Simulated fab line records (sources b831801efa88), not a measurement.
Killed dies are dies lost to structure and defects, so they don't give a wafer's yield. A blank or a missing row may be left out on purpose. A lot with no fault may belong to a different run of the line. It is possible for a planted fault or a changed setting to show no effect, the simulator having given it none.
Comparing a struck lot with a sound one :: flow sky130 :: 17 out of 708 route steps
Sound: the wafers L315.1, L315.3, L315.4. Struck: wafer L321.1. (L321.2, L321.5 of the same lot were not struck and are left out.) The cause comes at the end.
Per side, at each step with rows, come the tool, then ch with its chambers, and then its first start. Under that, the readings that differ: sound wafers :: struck wafers :: difference of the means :: sigmas: that difference in standard deviations of wafers without a fault.
alike: readings with means less than 2 such deviations apart, plus words and numbers identical on both sides. not compared: withheld readings, readings lacking a value on some wafer, bounds such as >300 that could conceal the same value, and numbers that have no deviation in the record and whose values overlap.
Wherever a step has rows on one side only, a row that says differs or no value, or a row with sigmas, the two part there. When numbers do not overlap yet have no deviation, they are printed without sigmas and do not part them. A reading that every wafer of one side lacks parts them only if that side has two wafers or more.

first, 3 steps without rows for these wafers: SKY_LI_CONTACT_EXPOSE_09 (exposes mask LICM1, target cd 170 nm); SKY_LI_CONTACT_PEB_10; SKY_LI_CONTACT_DEVELOP_11 (develop time 60 s).
SKY_LI_CONTACT_CD_MEAS_12: the cd target is 170 nm.
  sound on cd_sem-02, day 30 02:25; struck on cd_sem-01, day 32 13:29
  alike: cd_nm
SKY_LI_CONTACT_OVL_MEAS_13:
  sound on overlay-01, day 30 02:32; struck on overlay-02, day 32 13:36
  alike: LI_CONTACT_OVL
SKY_LI_CONTACT_ETCH_14: etches BARC in N2/H2, stops on SiO2, time 45.9 s, target depth 60 nm.
  sound on rie_diel-01 ch 0,2,3, day 30 02:34; struck on rie_diel-01 ch 0, day 32 13:38
  alike: drypump_motor_current_A, oes_product_au, throttle_valve_pct
  not compared: rf_hours_counter_h
SKY_LI_CONTACT_ETCH_15: etches PSG in C4F8/O2/Ar, stops on Si, target depth 600 nm.
  sound on rie_diel-01 ch 0,2,3, day 30 02:36; struck on rie_diel-01 ch 0, day 32 13:41
  alike: oes_product_au
SKY_LI_CONTACT_STRIP_16: strips in O2/N2.
  sound on plasma_asher-03 ch 0,1, day 30 02:41; struck on plasma_asher-02 ch 0, day 32 13:46
  alike: drypump_motor_current_A, oes_product_au, strip_time_to_endpoint_s
  not compared: rf_hours_counter_h
then, 3 steps without rows for these wafers: SKY_LI_CONTACT_CLEAN_17 (cleans in NMP, time 600 s); SKY_LI_CONTACT_PRE_CLEAN_18 (time 5.6 s); SKY_LI_CONTACT_SPUTTER_19 (material Ti, target thk 20 nm, time 106.37 s).
SKY_LI_CONTACT_SPUTTER_20: material TiN, target thk 20 nm, time 80 s.
  sound on pvd_sputter-03, day 30 03:04; struck on pvd_sputter-02, day 32 14:08
  alike: throttle_valve_pct
SKY_LI_CONTACT_CVD_21: deposits W, target thk 400 nm, time 120.56 s.
  sound on cvd_w-01 ch 0,1, day 30 03:07; struck on cvd_w-01 ch 1, day 32 14:11
  alike: heater_power_w
  not compared: since_wet_clean_h
SKY_LI_CONTACT_RS_MEAS_22: the measuring method here is four-point-probe.
  sound on film_metro-04, day 30 03:15; struck on film_metro-04, day 32 14:19
reading: LI_CONTACT_W_RS (ohm/sq)
sound: 0.2857 0.2847 0.2848
struck: 0.2993
difference: +0.0142
sigmas: +5
SKY_LI_CONTACT_THK_MEAS_23: measures by xrf.
  sound on film_metro-04, day 30 03:22; struck on film_metro-04, day 32 14:26
reading: LI_CONTACT_W_THK (nm)
sound: 420 416 419
struck: 399
difference: -19
sigmas: -3
SKY_LI_CONTACT_CMP_24: polishes, stops on PSG, t overpolish 20 s, target thk 0 nm.
  sound on cmp-01 ch 0,2,3, day 30 03:26; struck on cmp-01 ch 2, day 32 14:30
  alike: motor_current_A, overpolish_run_s, time_to_endpoint_s
-- the record jumps here: 16 days lie between the struck wafers' starts before and after (it left off in module LI_CONTACT and takes up again in module PAD_OPEN, whose first step shown is number 708 of the route) --
SKY_PAD_OPEN_PROBE_99:
  sound on prober-02, day 46 12:03; struck on prober-02, day 48 08:31
  alike: killed_at_M0_to_M3, killed_at_M4_up, killed_at_contacts, killed_at_front_end, killed_at_other, killed_dies, killed_open, killed_short

WHERE THEY PART
First at SKY_LI_CONTACT_RS_MEAS_22; last, within this record, at SKY_LI_CONTACT_THK_MEAS_23. Later steps at which nothing parts them and some readings are alike: SKY_LI_CONTACT_CMP_24, SKY_PAD_OPEN_PROBE_99.

WHY: what had been put in by the simulator
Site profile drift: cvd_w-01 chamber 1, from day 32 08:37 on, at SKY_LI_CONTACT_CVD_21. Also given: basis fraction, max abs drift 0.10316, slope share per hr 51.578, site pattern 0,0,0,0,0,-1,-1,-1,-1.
